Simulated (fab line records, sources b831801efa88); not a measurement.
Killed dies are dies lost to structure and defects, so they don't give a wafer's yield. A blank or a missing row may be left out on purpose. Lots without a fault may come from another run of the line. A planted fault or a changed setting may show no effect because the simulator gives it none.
fab line records | flow sky130
record lots=6 wafers=18 last_day=50
route steps=708 shown METAL5@669 PASSIVATION@681 PAD_OPEN@694
lots that met no fault: from a run of the same line without faults
start_h: hours from the record's first day to the start of the lot's first wafer shown | wait_h: hours since the lot's step before | " the same as in the row above | L1.1+2: a row that stands for several wafers | - no value, or no start given | * or withheld: withheld | < > ~ a bound
route shown NAME@n: a module of which the file shows steps, and the number in the route of the first | usual: mean/standard deviation of fault-free wafers | same: alike in all rows | chamber/n: place in a boat | sites: the reading at each site | _std_site: their standard deviation | _edge_site: outer sites' mean less inner sites' | radius_mm: how far each site lies from the wafer's centre | mask NAME#n: copy n | behind: the tool/chamber that last shaped the wafer | hold: why the lot was held/for how many hours/how that ended | device: the transistor (n, p or np) that didn't switch | end of line: the same wafers' tests at the end of the route | a step without rows: its recipe alone | killed: dies lost to structure and defects at the first sort, not the wafer's yield | map: a wafer's dies, x killed, . not, _ none there
set.NAME: the setting as run; set.NAME@STEP: as run at that earlier step | model.NAME: the simulator's own value behind a step, which no gauge read
lots at some steps of the route; a table a step, a row a wafer
services: from which hour (start_h, from the record's first day; less than 0 if before it) a tool's chamber was out of use, for how many hours, and why
## steps
# step SKY_METAL5_HMDS_08
# recipe prime_time_s=60 prime_temp_c=120
# step SKY_METAL5_COAT_09
# recipe resist=NOVOLAK spin_rpm=3000 resist_thk_nm=1800
# step SKY_METAL5_SOFTBAKE_10
# recipe temp_c=90 time_s=60 resist=NOVOLAK
# step SKY_METAL5_EXPOSE_11
# recipe mask_id=MM5 na=0.6 source_shape=conventional sigma_outer=0.6 polarization=unpolarized target_cd_nm=1600 dose_mj=190
# step SKY_METAL5_PEB_12
# recipe temp_c=withheld time_s=* resist=NOVOLAK
# step SKY_METAL5_DEVELOP_13
# recipe resist=NOVOLAK developer=TMAH develop_time_s=60 dev_temp_c=23
# step SKY_METAL5_DESCUM_14
# recipe chemistry=O2 source_power_w=150 bias_power_w=0 pressure_mtorr=10 temp_c=40 time_s=11
# usual drypump_motor_current_A=5.6/0.34 oes_product_au=1.008/0.014
# columns lot.wafer tool chamber start_h wait_h drypump_motor_current_A oes_product_au rf_hours_counter_h
L990.2 rie_metal-04 0 1063.98 0.1 5.9 0.999 20
L990.4 " 0 " " 5.9 1.005 -
L990.5 " 0 " " 5.9 0.999 -
L998.2 rie_metal-02 0 1103.79 0.1 5.8 1.020 19
L998.4 " 0 " " 5.8 1.031 -
L998.6 " 0 " " 5.8 1.025 -
L100.1 rie_metal-04 1 1124.99 0.1 5.7 0.995 11
L100.3 " 0 " " 5.9 1.001 -
L100.4 " 1 " " 5.7 1.006 -
L102.1 rie_metal-03 0 1129.12 0.1 5.9 0.995 12
L102.2 " 1 " " 5.7 0.996 19
L102.4 " 0 " " 5.9 1.009 -
L105.1 rie_metal-03 0 1140.18 0.1 5.9 0.995 14
L105.2 " 1 " " 5.6 0.998 21
L105.6 " 0 " " 5.9 0.994 -
L108.1 rie_metal-03 1 1158.68 0.1 5.6 1.002 22
L108.4 " 0 " " 5.9 1.008 -
L108.5 " 0 " " 5.9 1.004 -
# step SKY_METAL5_METAL_ETCH_15
# recipe target_depth_a=12600 stop_on=SiO2 over_etch_frac=0.2 time_s=252 chemistry=Cl2/BCl3 resist_sidewall_deg=86 pressure_mtorr=10 icp_w=900 bias_w=48.5 Cl2_flow_sccm=60 bcl3_flow_sccm=30
# usual drypump_motor_current_A=5.6/0.34 oes_product_au=0.894/0.0049 throttle_valve_pct=22.266/0.0094
# columns lot.wafer tool chamber start_h wait_h drypump_motor_current_A oes_product_au rf_hours_counter_h throttle_valve_pct
L990.2 rie_metal-04 0 1064.02 0.0 5.9 0.898 20 22.282
L990.4 " 0 " " 5.9 0.902 - 22.255
L990.5 " 0 " " 5.9 0.894 - 22.273
L998.2 rie_metal-02 0 1103.83 0.0 5.8 0.894 19 22.272
L998.4 " 0 " " 5.8 0.905 - 22.286
L998.6 " 0 " " 5.8 0.893 - 22.255
L100.1 rie_metal-04 1 1125.03 0.0 5.7 0.899 11 22.262
L100.3 " 0 " " 5.8 0.885 - 22.266
L100.4 " 1 " " 5.7 0.896 - 22.263
L102.1 rie_metal-03 0 1129.16 0.0 5.9 0.892 13 22.262
L102.2 " 1 " " 5.6 0.891 19 22.255
L102.4 " 0 " " 5.9 0.903 - 22.271
L105.1 rie_metal-03 0 1140.22 0.0 5.9 0.900 14 22.254
L105.2 " 1 " " 5.6 0.899 21 22.274
L105.6 " 0 " " 5.9 0.892 - 22.267
L108.1 rie_metal-03 1 1158.72 0.0 5.6 0.892 22 22.278
L108.4 " 0 " " 5.9 0.895 - 22.269
L108.5 " 0 " " 5.9 0.888 - 22.254
# step SKY_METAL5_STRIP_16
# recipe chemistry=O2/N2 power_w=1400 pressure_mtorr=1500 platen_temp_c=withheld o2_flow_sccm=3000 n2_flow_sccm=300 overash_fraction=0.5
# usual drypump_motor_current_A=5.7/0.38 oes_product_au=0.710/0.0045 strip_time_to_endpoint_s=12.96/0.19
# same overash_fraction=0.5
# columns lot.wafer tool chamber start_h wait_h drypump_motor_current_A oes_product_au rf_hours_counter_h strip_time_to_endpoint_s
L990.2 plasma_asher-01 0 1064.25 0.2 5.7 0.715 0 13.12
L990.4 " 1 " " 5.9 0.701 - 13.05
L990.5 " 0 " " 5.7 0.712 - 13.05
L998.2 plasma_asher-02 0 1104.06 0.2 5.4 0.712 33 12.81
L998.4 " 0 " " 5.4 0.708 - 12.84
L998.6 " 1 " " 5.5 0.718 - 12.80
L100.1 plasma_asher-02 1 1125.26 0.2 5.5 0.703 35 13.13
L100.3 " 0 " " 5.4 0.710 - 13.01
L100.4 " 1 " " 5.5 0.721 - 13.20
L102.1 plasma_asher-02 0 1129.39 0.2 5.4 0.715 36 13.02
L102.2 " 1 " " 5.5 0.713 36 13.16
L102.4 " 0 " " 5.4 0.710 - 13.00
L105.1 plasma_asher-02 1 1140.45 0.2 5.5 0.712 37 12.96
L105.2 " 0 " " 5.4 0.710 37 13.00
L105.6 " 0 " " 5.4 0.711 - 13.03
L108.1 plasma_asher-01 1 1158.95 0.2 5.9 0.714 10 13.13
L108.4 " 1 " " 5.9 0.708 - 13.05
L108.5 " 1 " " 5.9 0.705 - 13.10
# step SKY_METAL5_STRIP_17
# recipe chemistry=post_etch_residue_remover time_s=1200 temp_c=72.5
# step SKY_METAL5_CLEAN_18
# recipe chemistry=IPA time_s=180 temp_c=25
# step SKY_METAL5_CLEAN_19
# recipe chemistry=O3/DIW dry=n2_spin
# step SKY_PASSIVATION_CVD_00
# recipe material=SiO2 target_thk_nm=90 temp_c=400 time_s=withheld rf_w=600
# usual heater_power_w=673/87 susceptor_temp_C=400.00/0.24
# columns lot.wafer tool chamber start_h wait_h heater_power_w susceptor_temp_C model.SiO2_of_PASSIVATION_CVD_00.thk_nm
L990.2 pecvd-01 0 1064.87 0.0 767 399.98 89.05
L990.4 " 2 " " 788 400.01 91.77
L990.5 " 2 " " 812 400.07 91.16
L998.2 pecvd-02 0 1105.01 0.0 456 400.18 89.9
L998.4 " 2 " " 628 400.19 90.35
L998.6 " 1 " " 753 400.41 90.26
L100.1 pecvd-01 0 1125.86 0.0 754 400.05 131.2
L100.3 " 2 " " 757 400.25 90.31
L100.4 " 0 " " 744 399.82 89.7
L102.1 pecvd-01 2 1129.98 0.0 697 400.26 132.3
L102.2 " 0 " " 674 400.12 89.51
L102.4 " 2 " " 715 399.93 91.12
L105.1 pecvd-03 0 1141.09 0.0 645 399.79 90.53
L105.2 " 2 " " 615 400.02 89.21
L105.6 " 0 " " 632 399.84 91.71
L108.1 pecvd-02 2 1159.54 0.0 640 400.06 88.85
L108.4 " 0 " " 554 399.49 89.55
L108.5 " 1 " " 848 399.89 89.87
# step SKY_PASSIVATION_THK_MEAS_01
# recipe reads=SiO2_of_PASSIVATION_CVD_00
# usual PASSIVATION_CVD_00_THK=90.0/1.3
# columns lot.wafer tool chamber start_h wait_h PASSIVATION_CVD_00_THK[nm]
L990.2 film_metro-01 - 1064.92 - 89.0
L990.4 " - " " 91.8
L990.5 " - " " 91.2
L998.2 film_metro-04 - 1105.04 - 89.9
L998.4 " - " " 90.4
L998.6 " - " " 90.3
L100.1 film_metro-02 - 1125.89 - 131.2
L100.3 " - " " 90.4
L100.4 " - " " 89.7
L102.1 film_metro-02 - 1130.00 - 132.3
L102.2 " - " " 89.4
L102.4 " - " " 91.2
L105.1 film_metro-04 - 1141.11 - 90.5
L105.2 " - " " 89.2
L105.6 " - " " 91.7
L108.1 film_metro-04 - 1159.56 - 88.9
L108.4 " - " " 89.6
L108.5 " - " " 89.8
# step SKY_PASSIVATION_CVD_02
# recipe material=Si3N4 target_thk_nm=540 temp_c=400 time_s=withheld rf_w=450
# usual heater_power_w=715/86 susceptor_temp_C=400.00/0.24
# columns lot.wafer tool chamber start_h wait_h heater_power_w susceptor_temp_C
L990.2 pecvd-03 2 1064.97 0.0 650 400.07
L990.4 " 1 " " 671 399.70
L990.5 " 0 " " 683 400.19
L998.2 pecvd-03 2 1105.09 0.0 620 399.94
L998.4 " 0 " " 725 400.20
L998.6 " 2 " " 672 399.71
L100.1 pecvd-02 2 1125.95 0.1 698 400.28
L100.3 " 0 " " 579 399.66
L100.4 " 0 " " 598 399.66
L102.1 pecvd-03 0 1130.06 0.1 728 399.81
L102.2 " 1 " " 724 400.66
L102.4 " 0 " " 737 399.83
L105.1 pecvd-02 0 1141.17 0.1 618 400.14
L105.2 " 1 " " 830 400.20
L105.6 " 0 " " 641 399.91
L108.1 pecvd-01 0 1159.62 0.1 695 400.04
L108.4 " 0 " " 740 399.95
L108.5 " 2 " " 864 400.64
# step SKY_PASSIVATION_THK_MEAS_03
# recipe reads=Si3N4_of_PASSIVATION_CVD_02
# usual PASSIVATION_CVD_02_THK=537/8.7
# columns lot.wafer tool chamber start_h wait_h PASSIVATION_CVD_02_THK[nm]
L990.2 film_metro-04 - 1065.20 - 547
L990.4 " - " " 541
L990.5 " - " " 541
L998.2 film_metro-02 - 1105.33 - 539
L998.4 " - " " 539
L998.6 " - " " 551
L100.1 film_metro-04 - 1126.17 - 525
L100.3 " - " " 539
L100.4 " - " " 551
L102.1 film_metro-04 - 1130.29 - 534
L102.2 " - " " 534
L102.4 " - " " 539
L105.1 film_metro-04 - 1141.39 - 530
L105.2 " - " " 521
L105.6 " - " " 538
L108.1 film_metro-02 - 1159.85 - 533
L108.4 " - " " 544
L108.5 " - " " 538
# step SKY_PASSIVATION_DEHYDRATE_04
# recipe temp_c=200 time_s=60
# step SKY_PASSIVATION_HMDS_05
# recipe prime_time_s=60 prime_temp_c=120
# step SKY_PASSIVATION_COAT_06
# recipe spin_rpm=2000 resist_thk_nm=3000
# step SKY_PASSIVATION_SOFTBAKE_07
# recipe temp_c=110 time_s=withheld
# step SKY_PASSIVATION_EXPOSE_08
# recipe mask_id=NSM target_cd_nm=3000 na=0.57 dose_mj=260
# step SKY_PASSIVATION_PEB_09
# recipe temp_c=115 time_s=withheld
# step SKY_PASSIVATION_DEVELOP_10
# recipe develop_time_s=60 dev_temp_c=23
# step SKY_PASSIVATION_ETCH_11
# recipe chemistry=CF4/O2 target_depth_nm=725 stop_on=AlCu source_w=800 bias_w=150 pressure_mtorr=150 cf4_flow_sccm=80 O2_flow_sccm=10 time_s=161.1
# step SKY_PASSIVATION_STRIP_12
# recipe chemistry=O2/N2 power_w=1400 pressure_mtorr=1500 platen_temp_c=withheld overash_fraction=0.7 o2_flow_sccm=3000 n2_flow_sccm=300
# step SKY_PAD_OPEN_DEHYDRATE_00
# recipe temp_c=200 time_s=60
# step SKY_PAD_OPEN_HMDS_01
# recipe prime_time_s=60 prime_temp_c=120
# step SKY_PAD_OPEN_COAT_02
# recipe spin_rpm=2000 resist_thk_nm=3000
# step SKY_PAD_OPEN_SOFTBAKE_03
# recipe temp_c=110 time_s=withheld
# step SKY_PAD_OPEN_EXPOSE_04
# recipe mask_id=PDM target_cd_nm=60000 na=0.57 dose_mj=260
# step SKY_PAD_OPEN_PEB_05
# recipe temp_c=115 time_s=withheld
# step SKY_PAD_OPEN_DEVELOP_06
# recipe develop_time_s=60 dev_temp_c=23
# step SKY_PAD_OPEN_ETCH_07
# recipe chemistry=CF4/O2 target_depth_nm=725 stop_on=AlCu source_w=800 bias_w=150 pressure_mtorr=150 cf4_flow_sccm=80 O2_flow_sccm=10 time_s=161.1
# usual drypump_motor_current_A=5.5/0.47 oes_product_au=0.975/0.0084 throttle_valve_pct=5.964/0.0097
# columns lot.wafer tool chamber start_h wait_h drypump_motor_current_A oes_product_au rf_hours_counter_h throttle_valve_pct model.PAD_OPEN.feature_depth_nm model.etch.depth_nm
L990.2 rie_diel-02 3 1106.79 - 5.2 0.980 15 5.971 711.4 711.4
L990.4 " 1 " " 5.7 0.978 28 5.967 708.8 708.8
L990.5 " 2 " " 5.2 0.976 - 5.958 707 707
L998.2 rie_diel-01 2 1144.24 - 6.5 0.983 25 5.952 703.8 703.8
L998.4 " 1 " " 5.4 0.966 27 5.982 697.7 697.7
L998.6 " 0 " " 6.5 0.977 - 5.964 712.8 712.8
L100.1 rie_diel-02 2 1163.66 - 5.2 0.988 16 5.970 722.6 722.6
L100.3 " 3 " " 5.1 0.968 17 5.964 702.9 702.9
L100.4 " 3 " " 5.1 0.982 - 5.951 713.9 713.9
L102.1 rie_diel-03 2 1166.73 - 5.0 0.997 2 5.967 734.6 734.6
L102.2 " 0 " " 5.7 0.986 11 5.974 698.2 698.2
L102.4 " 1 " " 5.9 0.979 28 5.951 703.7 703.7
L105.1 rie_diel-02 1 1177.36 - 5.7 0.962 1 5.954 694.1 694.1
L105.2 " 2 " " 5.2 0.968 17 5.986 686 686
L105.6 " 3 " " 5.2 0.982 - 5.991 705.1 705.1
L108.1 rie_diel-01 2 1192.79 - 6.5 0.975 27 5.957 696.2 696.2
L108.4 " 3 " " 4.8 0.968 - 5.962 694.8 694.8
L108.5 " 2 " " 6.5 0.978 - 5.981 702 702
# step SKY_PAD_OPEN_STRIP_08
# recipe chemistry=O2/N2 power_w=1400 pressure_mtorr=1500 platen_temp_c=withheld overash_fraction=0.7 o2_flow_sccm=3000 n2_flow_sccm=300
# usual drypump_motor_current_A=5.9/0.41 oes_product_au=0.663/0.0044
# same overash_fraction=0.7
# columns lot.wafer tool chamber start_h wait_h drypump_motor_current_A oes_product_au rf_hours_counter_h
L990.2 plasma_asher-04 1 1106.90 0.1 5.4 0.660 94
L990.4 " 0 " " 6.6 0.666 -
L990.5 " 1 " " 5.4 0.660 -
L998.2 plasma_asher-01 1 1144.35 0.1 5.9 0.661 9
L998.4 " 0 " " 5.7 0.658 -
L998.6 " 1 " " 5.9 0.664 -
L100.1 plasma_asher-04 1 1163.76 0.1 5.4 0.670 100
L100.3 " 0 " " 6.6 0.660 -
L100.4 " 1 " " 5.4 0.668 -
L102.1 plasma_asher-01 0 1166.84 0.1 5.7 0.665 11
L102.2 " 1 " " 5.9 0.658 11
L102.4 " 0 " " 5.7 0.661 -
L105.1 plasma_asher-04 0 1177.46 0.1 6.6 0.660 101
L105.2 " 1 " " 5.4 0.660 101
L105.6 " 1 " " 5.4 0.665 -
L108.1 plasma_asher-03 0 1192.90 0.1 6.0 0.673 71
L108.4 " 1 " " 5.6 0.657 -
L108.5 " 0 " " 6.0 0.663 -
# step SKY_PAD_OPEN_PROBE_99
# usual defect_limited_yield=82.5/2 killed_at_M0_to_M3=44/7.7 killed_at_M4_up=3.0/1.9 killed_at_contacts=25/5.6 killed_at_front_end=15/4.6 killed_at_other=0.3/0.47 killed_dies=86/9.9 killed_open=47/7.4 killed_short=39/5.9 sort_bin_3_pad_short=0.8/0.37 sort_bin_5_function=10.4/1.5 sort_bin_6_memory=6.3/1 sort_n_pass=406/9.9 sort_yield_pct=82.5/2
# same gross_dies=492 killed_at_back_side=0 sort_bin_4_leakage[%]=0 sort_bin_8_speed[%]=0
# columns lot.wafer tool chamber start_h wait_h defect_limited_yield[%] killed_at_M0_to_M3 killed_at_M4_up killed_at_contacts killed_at_front_end killed_at_other killed_dies killed_open killed_short sort_bin_3_pad_short[%] sort_bin_5_function[%] sort_bin_6_memory[%] sort_n_pass sort_yield_pct[%]
L100.4 prober-02 - 1166.13 0.2 80.5 58 4 22 12 0 96 48 48 0.8 10.6 8.1 396 80.5
# killed by level:class
L100.4 VIA1:geometric_particle:open=14 METAL1:geometric_particle:short=12 VIA3:geometric_particle:open=8 LOCAL_INTERCONNECT:geometric_particle:short=7 VIA2:geometric_particle:open=7 CONTACT:geometric_particle:open=6 VIA1:geometric_particle:short=5 FIELD_ISO:geometric_particle:open=4
## services
# columns tool chamber start_h hours kind
rie_diel-01 3 1043.77 1.9 repair
rie_diel-02 0 1047.60 3.3 repair
rie_metal-04 1 1048.71 2.9 repair
rie_diel-02 2 1053.83 2.4 repair
plasma_asher-01 - 1055.25 9.0 pm
plasma_asher-02 - 1060.96 24.7 pm
plasma_asher-04 - 1068.54 0.9 repair
pecvd-01 - 1099.99 5.5 pm
rie_diel-02 - 1101.00 0.4 repair
plasma_asher-04 - 1109.04 1.8 repair
pecvd-01 - 1120.06 4.3 pm
rie_diel-02 3 1120.39 3.5 repair
pecvd-02 - 1129.90 1.6 repair
pecvd-03 0 1135.12 3.6 repair
plasma_asher-02 - 1140.78 0.4 repair
pecvd-03 - 1157.69 2.8 pm
rie_metal-04 1 1159.18 1.1 repair
pecvd-03 1 1162.85 4.2 repair
plasma_asher-01 - 1163.65 2.8 pm
plasma_asher-01 - 1167.87 5.7 repair
rie_metal-04 - 1173.52 1.9 repair
rie_diel-02 0 1175.95 1.6 repair
plasma_asher-01 - 1185.66 1.6 repair
rie_diel-02 0 1187.24 5.9 repair
## key
first_sign step=SKY_PASSIVATION_THK_MEAS_01 reading=PASSIVATION_CVD_00_THK direction=up sigmas=32 usual=90.0 struck=131.8
effect none on later readings
model_effect step=SKY_PASSIVATION_CVD_00 value=SiO2_of_PASSIVATION_CVD_00.thk_nm without=89.14 struck=131.7
model_effect step=SKY_PAD_OPEN_ETCH_07 value=PAD_OPEN.feature_depth_nm without=692.2 struck=728.6
met_at SKY_PASSIVATION_CVD_00
struck_wafers L100.1,L102.1
onset_between 1064.87 1125.86
fault kind=process_parameter_drift tool=pecvd-01 chamber=- onset_h=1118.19 steps=SKY_PASSIVATION_CVD_00 channel=target_thk_nm offset=42.965 shape=step end_h=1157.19 scope=struck_wafers_only acts_in=these_recipes_only stated=90
